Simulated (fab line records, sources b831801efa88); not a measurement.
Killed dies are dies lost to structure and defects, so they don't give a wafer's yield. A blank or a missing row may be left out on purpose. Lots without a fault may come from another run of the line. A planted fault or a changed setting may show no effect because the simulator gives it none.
Problem report in the 8D (eight disciplines) form, filled by code | flow sky130 | the parts of the form that need people (team, actions taken, sign-off) are left out

1. THE PROBLEM
NWELL_2_TW at SKY_NWELL_TW_MEAS_26 reads a mean of 554 on 9 wafers of 3 lots; wafers without a fault read 492 with a standard deviation of 3.9. That is +16 standard deviations from the usual mean.
First seen on wafer L605.1, day 6 20:50, on film_metro-03. The record holds 36 wafers of 12 lots with a number at this step. Rule for "out", or "out of limits": more than 4 standard deviations from the usual mean. The other wafers with a number count as sound.

2. WHAT IT IS AND WHAT IT IS NOT
question                    | is                           | is not
which readings at this step | NWELL_2_TW                   | -
which lots                  | L605, L608, L610             | L604, L606, L612, L615, L616, L619, L620, L621, L622
which wafers of those lots  | all that have a number       | -
read on which gauges        | film_metro-03, film_metro-04 | film_metro-02
when                        | from day 6 20:50             | up to then (3 sound wafers); but 24 sound wafers of L606, L612, L615, L616, L619, L620, L621, L622 came after

3. SUSPECTS, AND WHAT RULES EACH OUT
Counting: a tool at a process step up to the reading stays a suspect if it ran every lot that is out and no sound lot after the first of them.
- the gauge at SKY_NWELL_TW_MEAS_26: ruled out. The wafers that are out were read on 2 gauges (film_metro-03, film_metro-04).
- implanter-03 at SKY_NWELL_IMPLANT_24: ruled out as a lasting fault. Sound lots L619, L620 ran on it after its first lot that is out, L605 (day 6 20:35).
Left after counting: nothing in the record.

4. THE CAUSE (what the simulator had put in)
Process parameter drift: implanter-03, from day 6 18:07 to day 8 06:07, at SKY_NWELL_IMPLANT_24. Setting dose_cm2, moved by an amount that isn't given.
Counting ruled it out, wrongly: the rule takes a fault to strike every lot that its tool runs from its start on, and this one did not.

5. THE CHAIN OF EFFECTS, in route order
Each row: a reading whose mean over the struck wafers that have a number lies more than 3 standard deviations from the usual. Only readings for which the record gives a usual standard deviation are gone through. hours: the time from each lot's start at the first step in this table that gives one to its start at this step, as a median over the lots. sigmas: the change in usual standard deviations.
hours | step                 | reading            | usual     | on struck wafers | change     | sigmas
0     | SKY_NWELL_IMPLANT_24 | dose_ions_cm2      | 9.198e+12 | 1.347e+13        | +4.273e+12 | +99 or more
0     | SKY_NWELL_IMPLANT_24 | faraday_current_uA | 51.9      | 76.9             | +25.0      | +23
0     | SKY_NWELL_TW_MEAS_26 | NWELL_2_TW         | 492       | 554              | +62        | +16
The process steps in it:
- SKY_NWELL_IMPLANT_24

6. WHAT WOULD HAVE CAUGHT IT SOONER
In this record the first reading out of limits at a measuring or inspecting step was taken at day 6 20:50, 3 hours after the fault began at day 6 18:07.
The tool's own readings at SKY_NWELL_IMPLANT_24 were out on every struck wafer that the step has a row for (dose_ions_cm2, faraday_current_uA): an alarm limit on them would have fired on the first of those.
